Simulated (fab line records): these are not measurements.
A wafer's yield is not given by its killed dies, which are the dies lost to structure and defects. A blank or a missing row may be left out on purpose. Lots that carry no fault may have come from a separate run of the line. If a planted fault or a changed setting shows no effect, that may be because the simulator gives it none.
Which of the tools did it? || flow gf180mcu || 14 lots with 42 wafers sampled at 4 steps, on a route of 602 steps

## WHAT THE GAUGES SHOWED, per wafer
GF_VT_IMPLANT_RS_MEAS_49: uses a four-point probe to measure. Usual: MVPSD_RS typically reads 1167 ohm/sq, with standard deviation 3.7.
{"lot": "L489", "measured": "day 7 13:03", "on": "film metro-01", "MVPSD_RS (ohm/sq)": "1165 1163 1166", "flag": ""}
{"lot": "L490", "measured": "day 7 18:55", "on": "film metro-04", "MVPSD_RS (ohm/sq)": "1165 1165 1167", "flag": ""}
{"lot": "L491", "measured": "day 8 01:52", "on": "film metro-03", "MVPSD_RS (ohm/sq)": "1168 1166 1169", "flag": ""}
{"lot": "L492", "measured": "day 8 08:18", "on": "film metro-03", "MVPSD_RS (ohm/sq)": "1169 1170 1169", "flag": ""}
{"lot": "L494", "measured": "day 8 23:41", "on": "film metro-01", "MVPSD_RS (ohm/sq)": "1160 1165 1164", "flag": ""}
{"lot": "L496", "measured": "day 9 14:36", "on": "film metro-04", "MVPSD_RS (ohm/sq)": "1167 1164 1163", "flag": ""}
{"lot": "L498", "measured": "day 10 04:04", "on": "film metro-01", "MVPSD_RS (ohm/sq)": "1162 1159 1166", "flag": ""}
{"lot": "L502", "measured": "day 11 09:44", "on": "film metro-03", "MVPSD_RS (ohm/sq)": "1163 1171 1169", "flag": ""}
{"lot": "L503", "measured": "day 11 13:53", "on": "film metro-03", "MVPSD_RS (ohm/sq)": "1175 1176 1174", "flag": ""}
{"lot": "L504", "measured": "day 11 22:53", "on": "film metro-04", "MVPSD_RS (ohm/sq)": "1171 1172 1173", "flag": ""}
{"lot": "L508", "measured": "day 12 23:25", "on": "film metro-04", "MVPSD_RS (ohm/sq)": "1165 1166 1165", "flag": ""}
{"lot": "L509", "measured": "day 13 08:35", "on": "film metro-04", "MVPSD_RS (ohm/sq)": "1165 1158 1164", "flag": ""}
{"lot": "L510", "measured": "day 13 13:26", "on": "film metro-03", "MVPSD_RS (ohm/sq)": "1171 1167 1169", "flag": ""}
{"lot": "L512", "measured": "day 14 03:23", "on": "film metro-03", "MVPSD_RS (ohm/sq)": "1169 1169 1167", "flag": ""}

GF_DUAL_GATE_OVL_MEAS_11. Usual: DUAL_GATE_OVL typically reads -0.1 nm, with standard deviation 1.6.
{"lot": "L489", "measured": "day 8 07:10", "on": "overlay-01", "DUAL_GATE_OVL (nm)": "0.4 0.9 1.7", "flag": ""}
{"lot": "L490", "measured": "day 8 13:34", "on": "overlay-01", "DUAL_GATE_OVL (nm)": "2.8 1.6 0.0", "flag": ""}
{"lot": "L491", "measured": "day 8 22:07", "on": "overlay-02", "DUAL_GATE_OVL (nm)": "-1.2 -2.5 -3.2", "flag": ""}
{"lot": "L492", "measured": "day 9 03:14", "on": "overlay-01", "DUAL_GATE_OVL (nm)": "-1.8 -1.7 -0.1", "flag": ""}
{"lot": "L494", "measured": "day 9 19:13", "on": "overlay-01", "DUAL_GATE_OVL (nm)": "2.8 1.7 -0.1", "flag": ""}
{"lot": "L496", "measured": "day 10 10:02", "on": "overlay-02", "DUAL_GATE_OVL (nm)": "-2.1 -2.2 -2.4", "flag": ""}
{"lot": "L498", "measured": "day 11 00:49", "on": "overlay-01", "DUAL_GATE_OVL (nm)": "1.5 -1.3 1.0", "flag": ""}
{"lot": "L502", "measured": "day 12 06:34", "on": "overlay-01", "DUAL_GATE_OVL (nm)": "0.0 -0.5 -0.7", "flag": ""}
{"lot": "L503", "measured": "day 12 10:53", "on": "overlay-02", "DUAL_GATE_OVL (nm)": "-1.1 -0.2 -0.6", "flag": ""}
{"lot": "L504", "measured": "day 12 20:32", "on": "overlay-02", "DUAL_GATE_OVL (nm)": "-0.1 1.0 0.3", "flag": ""}
{"lot": "L508", "measured": "day 13 21:41", "on": "overlay-01", "DUAL_GATE_OVL (nm)": "2.8 1.9 -0.1", "flag": ""}
{"lot": "L509", "measured": "day 14 07:23", "on": "overlay-02", "DUAL_GATE_OVL (nm)": "1.5 1.1 1.9", "flag": ""}
{"lot": "L510", "measured": "day 14 11:40", "on": "overlay-02", "DUAL_GATE_OVL (nm)": "-1.9 -0.3 -3.0", "flag": ""}
{"lot": "L512", "measured": "day 15 02:49", "on": "overlay-01", "DUAL_GATE_OVL (nm)": "-0.1 3.1 2.6", "flag": ""}

## TOOL THAT RAN EACH LOT (tool first, then ch and the chambers of the sampled wafers, then the start)
{"lot": "L489", "GF_STI_WET_ETCH_26": "wet bench-02 ch 1, day 2 05:24", "GF_VT_IMPLANT_RTA_45": "rtp anneal-02 ch 0, day 7 12:35"}
{"lot": "L490", "GF_STI_WET_ETCH_26": "wet bench-02 ch 1, day 2 09:01", "GF_VT_IMPLANT_RTA_45": "rtp anneal-02 ch 0, day 7 18:27"}
{"lot": "L491", "GF_STI_WET_ETCH_26": "wet bench-03 ch 0, day 2 15:01", "GF_VT_IMPLANT_RTA_45": "rtp anneal-02 ch 0, day 8 01:24"}
{"lot": "L492", "GF_STI_WET_ETCH_26": "wet bench-02 ch 0, day 2 18:44", "GF_VT_IMPLANT_RTA_45": "rtp anneal-02 ch 0, day 8 07:50"}
{"lot": "L494", "GF_STI_WET_ETCH_26": "wet bench-01 ch 2, day 3 06:19", "GF_VT_IMPLANT_RTA_45": "rtp anneal-01 ch 0, day 8 23:13"}
{"lot": "L496", "GF_STI_WET_ETCH_26": "wet bench-03 ch 0, day 3 17:47", "GF_VT_IMPLANT_RTA_45": "rtp anneal-02 ch 0, day 9 14:08"}
{"lot": "L498", "GF_STI_WET_ETCH_26": "wet bench-01 ch 2, day 4 02:20", "GF_VT_IMPLANT_RTA_45": "rtp anneal-01 ch 0, day 10 03:37"}
{"lot": "L502", "GF_STI_WET_ETCH_26": "wet bench-03 ch 2, day 5 01:58", "GF_VT_IMPLANT_RTA_45": "rtp anneal-01 ch 0, day 11 09:16"}
{"lot": "L503", "GF_STI_WET_ETCH_26": "wet bench-03 ch 3, day 5 03:11", "GF_VT_IMPLANT_RTA_45": "rtp anneal-02 ch 0, day 11 13:26"}
{"lot": "L504", "GF_STI_WET_ETCH_26": "wet bench-01 ch 0, day 5 10:47", "GF_VT_IMPLANT_RTA_45": "rtp anneal-01 ch 0, day 11 22:26"}
{"lot": "L508", "GF_STI_WET_ETCH_26": "wet bench-02 ch 2, day 6 06:19", "GF_VT_IMPLANT_RTA_45": "rtp anneal-02 ch 0, day 12 22:58"}
{"lot": "L509", "GF_STI_WET_ETCH_26": "wet bench-01 ch 2, day 6 11:22", "GF_VT_IMPLANT_RTA_45": "rtp anneal-01 ch 0, day 13 08:07"}
{"lot": "L510", "GF_STI_WET_ETCH_26": "wet bench-02 ch 0, day 6 15:40", "GF_VT_IMPLANT_RTA_45": "rtp anneal-02 ch 0, day 13 12:59"}
{"lot": "L512", "GF_STI_WET_ETCH_26": "wet bench-02 ch 0, day 7 02:32", "GF_VT_IMPLANT_RTA_45": "rtp anneal-01 ch 0, day 14 02:56"}
- GF_STI_WET_ETCH_26: etches SiO2 in dHF, target depth 94 nm, time 188 s.
- GF_VT_IMPLANT_RTA_45: time 30 s.

## AS READ BY THE TOOLS THEMSELVES (means over the sampled wafers that have a number; for cases with no such wafer, the mark the record gives instead)
GF_STI_WET_ETCH_26. Usual: run length s at 215.1 s, with a standard deviation of 2.7.
{"lot": "L489", "tool": "wet bench-02", "run length s (s)": 212.5, "flag": ""}
{"lot": "L490", "tool": "wet bench-02", "run length s (s)": 213.4, "flag": ""}
{"lot": "L491", "tool": "wet bench-03", "run length s (s)": 220.0, "flag": ""}
{"lot": "L492", "tool": "wet bench-02", "run length s (s)": 215.3, "flag": ""}
{"lot": "L494", "tool": "wet bench-01", "run length s (s)": 222.8, "flag": ""}
{"lot": "L496", "tool": "wet bench-03", "run length s (s)": 212.5, "flag": ""}
{"lot": "L498", "tool": "wet bench-01", "run length s (s)": 214.6, "flag": ""}
{"lot": "L502", "tool": "wet bench-03", "run length s (s)": 169.2, "flag": "OFF"}
{"lot": "L503", "tool": "wet bench-03", "run length s (s)": 170.3, "flag": "OFF"}
{"lot": "L504", "tool": "wet bench-01", "run length s (s)": 214.0, "flag": ""}
{"lot": "L508", "tool": "wet bench-02", "run length s (s)": 222.4, "flag": ""}
{"lot": "L509", "tool": "wet bench-01", "run length s (s)": 214.0, "flag": ""}
{"lot": "L510", "tool": "wet bench-02", "run length s (s)": 214.7, "flag": ""}
{"lot": "L512", "tool": "wet bench-02", "run length s (s)": 214.6, "flag": ""}

GF_VT_IMPLANT_RTA_45. Usual: anneal temp c max 1054.7, standard deviation 1; lamp power pct 36 %, standard deviation 5.9; wafer_temp_C_max 1055.4, standard deviation 1.4.
{"lot": "L489", "tool": "rtp anneal-02", "anneal temp c max": 1055.0, "lamp power pct (%)": 41, "wafer_temp_C_max": 1056.8, "flag": ""}
{"lot": "L490", "tool": "rtp anneal-02", "anneal temp c max": 1055.3, "lamp power pct (%)": 41, "wafer_temp_C_max": 1056.0, "flag": ""}
{"lot": "L491", "tool": "rtp anneal-02", "anneal temp c max": 1054.3, "lamp power pct (%)": 41, "wafer_temp_C_max": 1055.6, "flag": ""}
{"lot": "L492", "tool": "rtp anneal-02", "anneal temp c max": 1054.4, "lamp power pct (%)": 41, "wafer_temp_C_max": 1058.0, "flag": ""}
{"lot": "L494", "tool": "rtp anneal-01", "anneal temp c max": 1054.3, "lamp power pct (%)": 29, "wafer_temp_C_max": 1054.1, "flag": ""}
{"lot": "L496", "tool": "rtp anneal-02", "anneal temp c max": 1056.1, "lamp power pct (%)": 41, "wafer_temp_C_max": 1055.9, "flag": ""}
{"lot": "L498", "tool": "rtp anneal-01", "anneal temp c max": 1053.7, "lamp power pct (%)": 29, "wafer_temp_C_max": 1055.8, "flag": ""}
{"lot": "L502", "tool": "rtp anneal-01", "anneal temp c max": 1054.0, "lamp power pct (%)": 29, "wafer_temp_C_max": 1053.6, "flag": ""}
{"lot": "L503", "tool": "rtp anneal-02", "anneal temp c max": 1054.3, "lamp power pct (%)": 41, "wafer_temp_C_max": 1055.8, "flag": ""}
{"lot": "L504", "tool": "rtp anneal-01", "anneal temp c max": 1054.0, "lamp power pct (%)": 29, "wafer_temp_C_max": 1054.5, "flag": ""}
{"lot": "L508", "tool": "rtp anneal-02", "anneal temp c max": 1055.7, "lamp power pct (%)": 41, "wafer_temp_C_max": 1056.4, "flag": ""}
{"lot": "L509", "tool": "rtp anneal-01", "anneal temp c max": 1053.9, "lamp power pct (%)": 29, "wafer_temp_C_max": 1053.4, "flag": ""}
{"lot": "L510", "tool": "rtp anneal-02", "anneal temp c max": 1056.9, "lamp power pct (%)": 41, "wafer_temp_C_max": 1055.1, "flag": ""}
{"lot": "L512", "tool": "rtp anneal-01", "anneal temp c max": 1054.1, "lamp power pct (%)": 29, "wafer_temp_C_max": 1053.2, "flag": ""}

## THE ANSWER, worked out from the rows above alone
Rule: a lot counts as off when the mean over its wafers that have a number is more than 3 standard deviations away from the usual mean. A lot without any number at a reading at which 4 lots or more have one is off too. Where the step has rows for the other lots, those lots are counted as sound. First the gauges in route order, then the tools' own readings, where a lot's mean is used as printed above. At the first step where some lot is off, the reading lying furthest off is the one used; lots without a number count as furthest.
Off: L502, L503, at GF_STI_WET_ETCH_26 (run length s).
A tool fits if, at that step or a process step before it, it ran every lot that is off, and no sound lot after the first of them. One fits: GF_STI_WET_ETCH_26 on wet bench-03. Its last sound lot is L496 (day 3 17:47), its first lot that is off L502 (day 5 01:58): a fault that began between those two fits.
The tool's own readings at GF_STI_WET_ETCH_26 bear it out: on the lots that are off they differ by more than 5 times the standard deviation of the sound lots' means. run length s reads 169.8 s there against 215.9 s on the sound lots.

## WHAT WAS PUT IN BY THE SIMULATOR
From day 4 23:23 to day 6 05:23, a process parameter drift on wet bench-03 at GF_STI_WET_ETCH_26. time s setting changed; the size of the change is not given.
Shown lots that were struck: L502, L503. Same finding as the rule above.
